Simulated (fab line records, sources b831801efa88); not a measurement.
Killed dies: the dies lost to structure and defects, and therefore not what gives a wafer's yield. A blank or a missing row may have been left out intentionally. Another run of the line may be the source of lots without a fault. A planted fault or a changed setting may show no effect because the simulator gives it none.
fab line records ; flow sky130
record: lots: 14; wafers: 42; lastDay: 50
route steps=708 shown LDD_HVP@285 SD_P@330 SD_N@346
lots untouched by any fault: they come from a run of this same line in which no faults occurred
startH: hours from the record's first day to the start of the lot's first wafer shown ; waitH: hours elapsed since this lot's preceding step ; " repeats the value in the row above ; L1.1+2: a row that stands for several wafers ; - no value, or no start given ; * or withheld: withheld ; < > ~ a bound
route shown NAME@n: names a module that has steps shown in the file, with the first one's number in the route ; usual: mean and standard deviation over wafers with no fault ; same: alike in all rows ; chamber/n: place in a boat ; sites: each site's reading ; _std_site: the values' standard deviation ; _edge_site: mean of outer sites minus mean of inner sites ; radiusMm: how far each site lies from the wafer's centre ; mask NAME#n: copy n ; behind: the last tool/chamber to shape the wafer ; hold: what put the lot on hold/how long, in hours/how the hold closed ; device: the transistor (n, p or np) that didn't switch ; end of line: the route-end tests of the same wafers ; for a step that has no rows: nothing shown but its recipe ; killed: dies that structure and defects cost at the first sort, which is not the same as the wafer's yield ; map: dies across one wafer; x = killed, . = not, _ = none there
set.NAME: the run value of the setting; set.NAME@STEP: its run value at that earlier step ; model.NAME: the simulator's own value behind a step, which no gauge read
the route's steps for a sample of lots (tables are steps, rows are wafers)
services: the hour from which a tool's chamber was out of use, counted from the record's first day as startH (under 0 if before that day), plus the number of hours and why
== steps ==
step: SKY_LDD_HVP_OVL_MEAS_07
usual: LDD_HVP_OVL: 0.3/1.3
lot.wafer;tool;chamber;startH;waitH;LDD_HVP_OVL[nm]
L911.2;overlay-01;-;496.07;0.1;-0.5
L911.3;overlay-01;-;496.07;0.1;-0.9
L911.4;overlay-01;-;496.07;0.1;-0.6
L913.1;overlay-01;-;513.08;0.1;0.0
L913.2;overlay-01;-;513.08;0.1;-0.5
L913.6;overlay-01;-;513.08;0.1;0.6
L914.1;overlay-02;-;532.93;0.1;0.5
L914.4;overlay-02;-;532.93;0.1;0.6
L914.6;overlay-02;-;532.93;0.1;0.0
L916.1;overlay-01;-;550.96;0.1;0.7
L916.4;overlay-01;-;550.96;0.1;1.3
L916.6;overlay-01;-;550.96;0.1;1.7
L918.1;overlay-01;-;572.83;0.1;-1.2
L918.2;overlay-01;-;572.83;0.1;-0.8
L918.4;overlay-01;-;572.83;0.1;-0.9
L919.2;overlay-01;-;583.16;0.1;0.3
L919.3;overlay-01;-;583.16;0.1;0.9
L919.6;overlay-01;-;583.16;0.1;1.0
L920.1;overlay-01;-;588.46;0.1;2.2
L920.3;overlay-01;-;588.46;0.1;3.1
L920.5;overlay-01;-;588.46;0.1;1.2
L921.1;overlay-02;-;590.96;0.1;0.5
L921.3;overlay-02;-;590.96;0.1;0.3
L921.5;overlay-02;-;590.96;0.1;0.3
L923.1;overlay-01;-;616.56;0.1;1.8
L923.4;overlay-01;-;616.56;0.1;-0.2
L923.6;overlay-01;-;616.56;0.1;2.1
L924.4;overlay-01;-;620.30;0.1;-1.2
L924.5;overlay-01;-;620.30;0.1;1.0
L924.6;overlay-01;-;620.30;0.1;0.2
L926.2;overlay-02;-;629.86;0.1;-2.1
L926.3;overlay-02;-;629.86;0.1;-1.3
L926.4;overlay-02;-;629.86;0.1;-2.1
L927.1;overlay-01;-;638.18;0.1;1.0
L927.5;overlay-01;-;638.18;0.1;-2.6
L927.6;overlay-01;-;638.18;0.1;0.2
L933.2;overlay-01;-;689.86;0.1;-0.7
L933.3;overlay-01;-;689.86;0.1;2.1
L933.4;overlay-01;-;689.86;0.1;1.6
L934.1;overlay-01;-;695.66;0.2;0.9
L934.2;overlay-01;-;695.66;0.2;1.0
L934.6;overlay-01;-;695.66;0.2;0.9
step: SKY_SD_P_STRIP_10
recipe: chemistry: O2/N2; powerW: 1400; pressureMtorr: 1500; platenTempC: withheld; o2FlowSccm: 3000; n2FlowSccm: 300; overashFraction: 0.5
usual: drypumpMotorCurrentA: 5.6/0.47; oesProductAu: 0.617/0.0044; stripTimeToEndpointS: 17.49/0.04
lot.wafer;tool;chamber;startH;waitH;drypumpMotorCurrentA;oesProductAu;rfHoursCounterH;stripTimeToEndpointS
L911.2;plasmaAsher-02;0;591.84;0.1;5.3;0.621;47;17.50
L911.3;plasmaAsher-02;1;591.84;0.1;5.7;0.617;-;17.53
L911.4;plasmaAsher-02;0;591.84;0.1;5.3;0.619;-;17.48
L913.1;plasmaAsher-02;1;609.73;0.1;5.7;0.621;49;17.49
L913.2;plasmaAsher-02;0;609.73;0.1;5.3;0.615;49;17.55
L913.6;plasmaAsher-02;0;609.73;0.1;5.3;0.626;-;17.49
L914.1;plasmaAsher-04;0;627.12;0.1;5.0;0.608;80;17.43
L914.4;plasmaAsher-04;0;627.12;0.1;5.0;0.624;-;17.46
L914.6;plasmaAsher-04;0;627.12;0.1;5.0;0.619;-;17.45
L916.1;plasmaAsher-04;1;644.82;0.1;6.4;0.620;82;17.41
L916.4;plasmaAsher-04;1;644.82;0.1;6.3;0.622;-;17.40
L916.6;plasmaAsher-04;0;644.82;0.1;5.0;0.615;-;17.43
L918.1;plasmaAsher-04;0;665.86;0.1;5.0;0.622;84;17.50
L918.2;plasmaAsher-04;1;665.86;0.1;6.3;0.617;84;17.48
L918.4;plasmaAsher-04;1;665.86;0.1;6.3;0.611;-;17.51
L919.2;plasmaAsher-03;1;675.50;0.1;5.8;0.615;93;17.50
L919.3;plasmaAsher-03;0;675.50;0.1;5.6;0.619;-;17.50
L919.6;plasmaAsher-03;0;675.50;0.1;5.5;0.612;-;17.50
L920.1;plasmaAsher-02;1;681.44;0.1;5.7;0.622;57;17.52
L920.3;plasmaAsher-02;0;681.44;0.1;5.3;0.618;-;17.51
L920.5;plasmaAsher-02;0;681.44;0.1;5.3;0.615;-;17.46
L921.1;plasmaAsher-04;0;682.57;0.1;5.0;0.618;86;17.46
L921.3;plasmaAsher-04;1;682.57;0.1;6.3;0.619;-;17.49
L921.5;plasmaAsher-04;0;682.57;0.1;5.0;0.617;-;17.48
L923.1;plasmaAsher-04;0;706.34;0.1;5.0;0.621;88;17.44
L923.4;plasmaAsher-04;1;706.34;0.1;6.3;0.617;-;17.45
L923.6;plasmaAsher-04;1;706.34;0.1;6.3;0.616;-;17.46
L924.4;plasmaAsher-03;1;710.17;0.1;5.8;0.616;-;17.47
L924.5;plasmaAsher-03;1;710.17;0.1;5.8;0.611;-;17.43
L924.6;plasmaAsher-03;0;710.17;0.1;5.5;0.622;-;17.47
L926.2;plasmaAsher-04;1;718.79;0.1;6.3;0.613;89;17.48
L926.3;plasmaAsher-04;1;718.79;0.1;6.3;0.619;-;17.53
L926.4;plasmaAsher-04;0;718.79;0.1;5.0;0.610;-;17.49
L927.1;plasmaAsher-04;1;727.09;0.1;6.3;0.615;90;17.52
L927.5;plasmaAsher-04;1;727.09;0.1;6.4;0.618;-;17.53
L927.6;plasmaAsher-04;0;727.09;0.1;5.0;0.621;-;17.53
L933.2;plasmaAsher-04;1;778.54;0.1;6.3;0.620;95;17.53
L933.3;plasmaAsher-04;1;778.54;0.1;6.3;0.620;-;17.50
L933.4;plasmaAsher-04;0;778.54;0.1;5.0;0.611;-;17.54
L934.1;plasmaAsher-03;0;782.02;0.1;5.5;0.618;4;17.50
L934.2;plasmaAsher-03;1;782.02;0.1;5.8;0.615;4;17.49
L934.6;plasmaAsher-03;1;782.02;0.1;5.8;0.601;-;17.49
step: SKY_SD_N_EXPOSE_04
recipe: maskId: NSDM; na: 0.6; sourceShape: conventional; sigmaOuter: 0.6; polarization: unpolarized; targetCdNm: 380; doseMj: 141
usual: exposureDoseMJCm2: 140.78/0.26; focusOffsetNm: -0.1/0.48; sigmaOuter: 0.6/0
lot.wafer;tool;chamber;startH;waitH;mask;exposureDoseMJCm2;focusOffsetNm;sigmaOuter
L911.2;ilineStepper-01;0;637.78;-;NSDM#0;140.45;-0.4;0.6
L911.3;ilineStepper-01;0;637.78;-;NSDM#0;140.57;0.0;0.6
L911.4;ilineStepper-01;0;637.78;-;NSDM#0;140.51;0.0;0.6
L913.1;ilineStepper-02;0;654.49;-;NSDM#0;141.15;0.0;0.6
L913.2;ilineStepper-02;0;654.49;-;NSDM#0;141.01;-0.2;0.6
L913.6;ilineStepper-02;0;654.49;-;NSDM#0;141.35;0.0;0.6
L914.1;ilineStepper-01;0;671.72;-;NSDM#0;140.35;0.2;0.6
L914.4;ilineStepper-01;0;671.72;-;NSDM#0;140.52;-0.7;0.6
L914.6;ilineStepper-01;0;671.72;-;NSDM#0;140.72;-0.1;0.6
L916.1;ilineStepper-01;0;687.49;-;NSDM#0;140.51;0.0;0.6
L916.4;ilineStepper-01;0;687.49;-;NSDM#0;140.64;-0.8;0.6
L916.6;ilineStepper-01;0;687.49;-;NSDM#0;140.43;-0.4;0.6
L918.1;ilineStepper-02;0;709.87;-;NSDM#0;140.63;-0.3;0.6
L918.2;ilineStepper-02;0;709.87;-;NSDM#0;140.65;0.5;0.6
L918.4;ilineStepper-02;0;709.87;-;NSDM#0;140.95;0.4;0.6
L919.2;ilineStepper-01;0;717.90;-;NSDM#0;140.56;-0.2;0.6
L919.3;ilineStepper-01;0;717.90;-;NSDM#0;140.39;0.0;0.6
L919.6;ilineStepper-01;0;717.90;-;NSDM#0;140.55;0.1;0.6
L920.1;ilineStepper-02;0;723.84;-;NSDM#0;140.86;-1.2;0.6
L920.3;ilineStepper-02;0;723.84;-;NSDM#0;140.76;-0.7;0.6
L920.5;ilineStepper-02;0;723.84;-;NSDM#0;140.85;-0.1;0.6
L921.1;ilineStepper-02;0;724.81;-;NSDM#0;140.86;-0.3;0.6
L921.3;ilineStepper-02;0;724.81;-;NSDM#0;140.96;0.3;0.6
L921.5;ilineStepper-02;0;724.81;-;NSDM#0;141.13;-0.1;0.6
L923.1;ilineStepper-01;0;749.65;-;NSDM#0;140.50;0.1;0.6
L923.4;ilineStepper-01;0;749.65;-;NSDM#0;140.49;0.0;0.6
L923.6;ilineStepper-01;0;749.65;-;NSDM#0;140.56;0.1;0.6
L924.4;ilineStepper-01;-;753.02;-;NSDM#0;-;-;-
L924.5;ilineStepper-01;-;753.02;-;NSDM#0;-;-;-
L924.6;ilineStepper-01;-;753.02;-;NSDM#0;-;-;-
L926.2;ilineStepper-02;-;762.24;-;NSDM#0;-;-;-
L926.3;ilineStepper-02;-;762.24;-;NSDM#0;-;-;-
L926.4;ilineStepper-02;-;762.24;-;NSDM#0;-;-;-
L927.1;ilineStepper-02;0;769.84;-;NSDM#0;140.88;-0.9;0.6
L927.5;ilineStepper-02;0;769.84;-;NSDM#0;141.02;-1.4;0.6
L927.6;ilineStepper-02;0;769.84;-;NSDM#0;140.87;-0.9;0.6
L933.2;ilineStepper-02;0;817.67;-;NSDM#0;140.88;-0.2;0.6
L933.3;ilineStepper-02;0;817.67;-;NSDM#0;140.80;1.3;0.6
L933.4;ilineStepper-02;0;817.67;-;NSDM#0;141.05;0.4;0.6
L934.1;ilineStepper-02;0;822.30;-;NSDM#0;141.05;-0.4;0.6
L934.2;ilineStepper-02;0;822.30;-;NSDM#0;140.87;0.1;0.6
L934.6;ilineStepper-02;0;822.30;-;NSDM#0;141.01;-0.6;0.6
step: SKY_SD_N_CD_MEAS_07
recipe: targetCdNm: 380
usual: cdNm: 379.7/2.6
lot.wafer;tool;chamber;startH;waitH;cdNm
L911.2;cdSem-02;-;652.28;0.1;376.3
L911.3;cdSem-02;-;652.28;0.1;376.3
L911.4;cdSem-02;-;652.28;0.1;376.5
L913.1;cdSem-01;-;668.81;0.1;378.4
L913.2;cdSem-01;-;668.81;0.1;375.5
L913.6;cdSem-01;-;668.81;0.1;375.2
L914.1;cdSem-01;-;685.56;0.1;383.6
L914.4;cdSem-01;-;685.56;0.1;384.1
L914.6;cdSem-01;-;685.56;0.1;382.6
L916.1;cdSem-02;-;701.41;0.1;386.3
L916.4;cdSem-02;-;701.41;0.1;386.9
L916.6;cdSem-02;-;701.41;0.1;384.6
L918.1;cdSem-01;-;723.95;0.1;381.2
L918.2;cdSem-01;-;723.95;0.1;380.8
L918.4;cdSem-01;-;723.95;0.1;381.2
L919.2;cdSem-01;-;732.27;0.1;381.8
L919.3;cdSem-01;-;732.27;0.1;379.7
L919.6;cdSem-01;-;732.27;0.1;381.3
L920.1;cdSem-01;-;738.76;0.1;378.2
L920.3;cdSem-01;-;738.76;0.1;379.1
L920.5;cdSem-01;-;738.76;0.1;381.4
L921.1;cdSem-02;-;739.06;0.1;376.3
L921.3;cdSem-02;-;739.06;0.1;378.1
L921.5;cdSem-02;-;739.06;0.1;379.8
L923.1;cdSem-02;-;763.01;0.1;379.8
L923.4;cdSem-02;-;763.01;0.1;380.4
L923.6;cdSem-02;-;763.01;0.1;380.6
L924.4;cdSem-02;-;766.47;0.1;-
L924.5;cdSem-02;-;766.47;0.1;-
L924.6;cdSem-02;-;766.47;0.1;-
L926.2;cdSem-01;-;775.57;0.1;-
L926.3;cdSem-01;-;775.57;0.1;-
L926.4;cdSem-01;-;775.57;0.1;-
L927.1;cdSem-01;-;782.81;0.1;379.5
L927.5;cdSem-01;-;782.81;0.1;381.1
L927.6;cdSem-01;-;782.81;0.1;381.4
L933.2;cdSem-02;-;830.93;0.1;378.8
L933.3;cdSem-02;-;830.93;0.1;380.3
L933.4;cdSem-02;-;830.93;0.1;380.3
L934.1;cdSem-01;-;835.75;0.1;381.2
L934.2;cdSem-01;-;835.75;0.1;381.9
L934.6;cdSem-01;-;835.75;0.1;379.7
== services ==
tool;chamber;startH;hours;kind
plasmaAsher-02;-;572.81;2.8;pm
ilineStepper-01;-;593.17;-;calibration
ilineStepper-01;-;646.45;1.7;pm
plasmaAsher-03;-;662.96;4.0;repair
ilineStepper-02;0;673.58;-;calibration
plasmaAsher-03;-;674.01;1.2;repair
ilineStepper-02;-;733.54;4.4;pm
plasmaAsher-03;-;733.75;9.0;pm
plasmaAsher-03;0;733.75;9.0;ventCycle
plasmaAsher-03;1;733.75;9.0;ventCycle
plasmaAsher-03;0;742.75;-;clean
plasmaAsher-03;1;742.75;-;clean
ilineStepper-01;-;746.42;2.4;repair
plasmaAsher-03;-;749.81;1.8;repair
ilineStepper-02;-;752.07;1.7;pm
ilineStepper-01;0;752.66;-;calibration
ilineStepper-01;-;806.29;23.9;repair
== key ==
firstSign: step: SKY_SD_N_EXPOSE_04; reading: toolRecord; direction: missing
effect none on later readings
metAt SKY_SD_N_EXPOSE_04
struckLots L924,L926
sortLeftOut L924.4,L924.5,L924.6,L926.2,L926.3,L926.4
testerLeftOut L924,L926
notActingAt SKY_LDD_HVP_OVL_MEAS_07,SKY_SD_P_STRIP_10,SKY_SD_N_CD_MEAS_07
onsetBetween 749.65 753.02
fault: kind: skippedStepWhole; tool: ilineStepper-01,ilineStepper-02; chamber: -; onsetH: 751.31; steps: SKY_SD_N_EXPOSE_04; scope: struckLotsOnly
testerLeftOut: of these lots the tester's yield and bins aren't shown, on N5 and GAA mostly nor the transistor test; their killed dies are dies lost to structure and defects alone, not to doping, threshold or leakage, so they don't give the yield
sortLeftOut: the simulated sort isn't trusted on such a fault, so these wafers' sort isn't shown, and their yield isn't known
